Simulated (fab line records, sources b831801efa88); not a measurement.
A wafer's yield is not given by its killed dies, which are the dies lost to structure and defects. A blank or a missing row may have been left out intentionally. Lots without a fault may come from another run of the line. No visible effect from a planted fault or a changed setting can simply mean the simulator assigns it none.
Lot-split experiment | flow gf180mcu | on a route of 602 steps: 5 lots, 23 wafers read

== ON THE SPLIT ==
At GF_POLY_GATE_COAT_05 (resist thk 700 nm), the setting resist-thk-nm was moved away from the recipe's 700 nm on 6 of the 23 wafers read, by -4.0% to -3.4%. For the rest of the wafers, this setting stayed at what the recipe calls for.

The split's own step is where the reading is taken.

== THE READING ==
KrF_of_POLY_GATE_COAT_05.thk-nm (the simulator's own value, which no gauge read), in nm, at GF_POLY_GATE_COAT_05 (resist thk 700 nm). There is no usual value for it anywhere in the file. Average 699.6 nm, standard deviation 1.3 nm, over the 17 wafers here run with the recipe.

wafer  | tool, chamber at the split | resist-thk-nm as run, nm | against the recipe | KrF_of_POLY_GATE_COAT_05.thk-nm, nm | against lot-mates on the recipe
L077.2 | litho-track-03, 0          | 700                      | recipe             | 699.2                               | -
L077.3 | litho-track-03, 0          | 700                      | recipe             | 699.4                               | -
L077.4 | litho-track-03, 0          | 700                      | recipe             | 699.5                               | -
L077.5 | litho-track-03, 0          | 674.8                    | -3.6%              | 674.2                               | -25.2
L077.6 | litho-track-03, 0          | 674.8                    | -3.6%              | 673.2                               | -26.2
L076.1 | litho-track-02, 0          | 700                      | recipe             | 701.5                               | -
L076.3 | litho-track-02, 0          | 700                      | recipe             | 701.5                               | -
L076.2 | litho-track-02, 0          | 700                      | recipe             | 702.3                               | -
L076.5 | litho-track-02, 0          | 700                      | recipe             | 700.8                               | -
L076.6 | litho-track-02, 0          | 700                      | recipe             | 698.2                               | -
L081.2 | litho-track-01, 0          | 700                      | recipe             | 700.2                               | -
L081.3 | litho-track-01, 0          | 700                      | recipe             | 698.4                               | -
L081.4 | litho-track-01, 0          | 700                      | recipe             | 699                                 | -
L080.2 | litho-track-03, 0          | 671.9                    | -4.0%              | 671.7                               | -27.1
L080.3 | litho-track-03, 0          | 671.9                    | -4.0%              | 669.3                               | -29.5
L080.4 | litho-track-03, 0          | 700                      | recipe             | 700                                 | -
L080.5 | litho-track-03, 0          | 700                      | recipe             | 699.4                               | -
L080.6 | litho-track-03, 0          | 700                      | recipe             | 697                                 | -
L083.2 | litho-track-02, 0          | 700                      | recipe             | 699.6                               | -
L083.3 | litho-track-02, 0          | 676.1                    | -3.4%              | 674.6                               | -24.4
L083.4 | litho-track-02, 0          | 700                      | recipe             | 698.8                               | -
L083.5 | litho-track-02, 0          | 700                      | recipe             | 698.6                               | -
L083.6 | litho-track-02, 0          | 676.1                    | -3.4%              | 675.1                               | -23.9

THE FIT
A straight line over all 23 wafers: KrF_of_POLY_GATE_COAT_05.thk-nm changes by +7.24 nm for each +1% of resist-thk-nm; r = +0.99; the points scatter about the line by 1.2 nm.
The same after taking each lot's own level away (the mean of its wafers on the recipe; 23 wafers): +7.08 nm for each +1%; r = +1.00; scatter 1 nm.
That fit puts the effect of the largest move of resist-thk-nm on the reading at 28 nm.
The span of the lots' own levels, 698.80 to 700.86 nm, comes to 1.6 times the standard deviation stated above.
The two slopes are in agreement: the lot-to-lot level therefore moves the slope only a little.
Check: -28.8 nm against its lot-mates is what the line predicts for one of the wafers moved furthest among these (-4.0%) when that wafer is left out of the fit. It came out at -27.1 nm against them.

== FURTHER SPLITS ON THESE WAFERS ==
Before the reading, these wafers also passed through other splits. Each is held against what the fit with the lots' levels taken away leaves over:
other split on the same wafers      | wafers away from the commonest value | r with KrF_of_POLY_GATE_COAT_05.thk-nm (lot level and that fit taken away)
GF_STI_OXIDATION_01 ox-time-s       | 10                                   | +0.03
GF_DNWELL_IMPLANT_07 dose-cm2       | 9                                    | +0.18
GF_NWELL_SOFTBAKE_03 temp-c         | 5                                    | +0.35
GF_NWELL_IMPLANT_08 dose-cm2        | 10                                   | -0.18
GF_LVPWELL_IMPLANT_09 energy-kev    | 6                                    | -0.22
GF_MVPSD_COAT_02 resist-thk-nm      | 11                                   | +0.32
GF_MVPSD_IMPLANT_08 energy-kev      | 8                                    | +0.01
GF_VT_IMPLANT_COAT_35 resist-thk-nm | 6                                    | -0.04
GF_VT_IMPLANT_IMPLANT_41 energy-kev | 7                                    | +0.22
GF_DUAL_GATE_COAT_06 spin-rpm       | 5                                    | +0.18

== THE FILE'S OWN FIT ==
KrF_of_POLY_GATE_COAT_05.thk-nm changes by +7.08 nm for each +1% of resist-thk-nm, r = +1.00.
